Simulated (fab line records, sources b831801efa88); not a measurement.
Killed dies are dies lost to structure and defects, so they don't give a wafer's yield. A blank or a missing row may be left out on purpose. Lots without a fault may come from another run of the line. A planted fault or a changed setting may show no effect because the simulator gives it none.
Split-lot experiment | flow gf180mcu | 5 lots, 23 wafers read, on a route of 602 steps

THE SPLIT
At GF_NWELL_IMPLANT_09, the setting energy_kev was moved away from the recipe's 160 on 5 of the 23 wafers read, by +3.8% to +7.0%. The other wafers ran this setting at the recipe's value.

The reading is taken at the split's own step.

THE READING
implant.drp_nm (the simulator's own value, which no gauge read), in nm, at GF_NWELL_IMPLANT_09. The file gives no usual value for it.

wafer  | tool, chamber at the split | energy_kev as run | against the recipe | implant.drp_nm, nm | against lot-mates on the recipe
L079.1 | implanter-04, 0            | 160               | recipe             | 65.9               | -
L079.3 | implanter-04, 0            | 160               | recipe             | 65.9               | -
L079.4 | implanter-04, 0            | 160               | recipe             | 65.9               | -
L079.5 | implanter-04, 0            | 166               | +3.8%              | 67.7               | +1.80
L079.6 | implanter-04, 0            | 166               | +3.8%              | 67.7               | +1.80
L081.1 | implanter-02, 0            | 160               | recipe             | 65.9               | -
L081.2 | implanter-02, 0            | 160               | recipe             | 65.9               | -
L081.3 | implanter-02, 0            | 160               | recipe             | 65.9               | -
L081.5 | implanter-02, 0            | 160               | recipe             | 65.9               | -
L081.6 | implanter-02, 0            | 160               | recipe             | 65.9               | -
L080.1 | implanter-01, 0            | 160               | recipe             | 65.9               | -
L080.2 | implanter-01, 0            | 160               | recipe             | 65.9               | -
L080.3 | implanter-01, 0            | 160               | recipe             | 65.9               | -
L080.4 | implanter-01, 0            | 160               | recipe             | 65.9               | -
L080.5 | implanter-01, 0            | 160               | recipe             | 65.9               | -
L082.1 | implanter-02, 0            | 171.2             | +7.0%              | 69.26              | +3.36
L082.2 | implanter-02, 0            | 171.2             | +7.0%              | 69.26              | +3.36
L082.3 | implanter-02, 0            | 171.2             | +7.0%              | 69.26              | +3.36
L082.4 | implanter-02, 0            | 160               | recipe             | 65.9               | -
L082.5 | implanter-02, 0            | 160               | recipe             | 65.9               | -
L085.3 | implanter-01, 0            | 160               | recipe             | 65.9               | -
L085.4 | implanter-01, 0            | 160               | recipe             | 65.9               | -
L085.6 | implanter-01, 0            | 160               | recipe             | 65.9               | -

THE FIT
A straight line over all 23 wafers: implant.drp_nm changes by +0.48 nm for each +1% of energy_kev; r = +1.00; the points scatter about the line by 0 nm.
The same after taking each lot's own level away (the mean of its wafers on the recipe; 23 wafers): +0.48 nm for each +1%; r = +1.00; scatter 0 nm.
On that fit, the largest move of energy_kev shifts the reading by 3.4 nm.
The lots' own levels span 65.900 to 65.900 nm.
So the lot-to-lot level changes the slope little: the two slopes agree.
Check: with one of the wafers moved furthest among these (+7.0%) left out of the fit, the line predicts +3.36 nm for it against its lot-mates. It came out at +3.36 nm against them.

OTHER SPLITS ON THESE WAFERS
These wafers also went through other splits before the reading. Each is held against what the fit with the lots' levels taken away leaves over:
other split on the same wafers   | wafers away from the commonest value | r with implant.drp_nm (lot level and that fit taken away)
GF_STI_CVD_03 temp_c             | 15                                   | +0.28
GF_STI_DEVELOP_11 develop_time_s | 11                                   | -0.02
GF_DNWELL_COAT_02 resist_thk_nm  | 7                                    | -0.12

THE WHOLE CHAIN: every reading that the file lists as answering this split, in the file's order
step                | what it does | reading                                                         | change (the file's fit)              | r (the file's)
GF_NWELL_IMPLANT_09 |              | implant.rp_nm (the simulator's own value, which no gauge read)  | +2.04 nm for each +1% of the setting | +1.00
GF_NWELL_IMPLANT_09 |              | implant.drp_nm (the simulator's own value, which no gauge read) | +0.48 nm for each +1% of the setting | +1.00

THE FILE'S OWN FIT
implant.drp_nm changes by +0.48 nm for each +1% of energy_kev, r = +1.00.
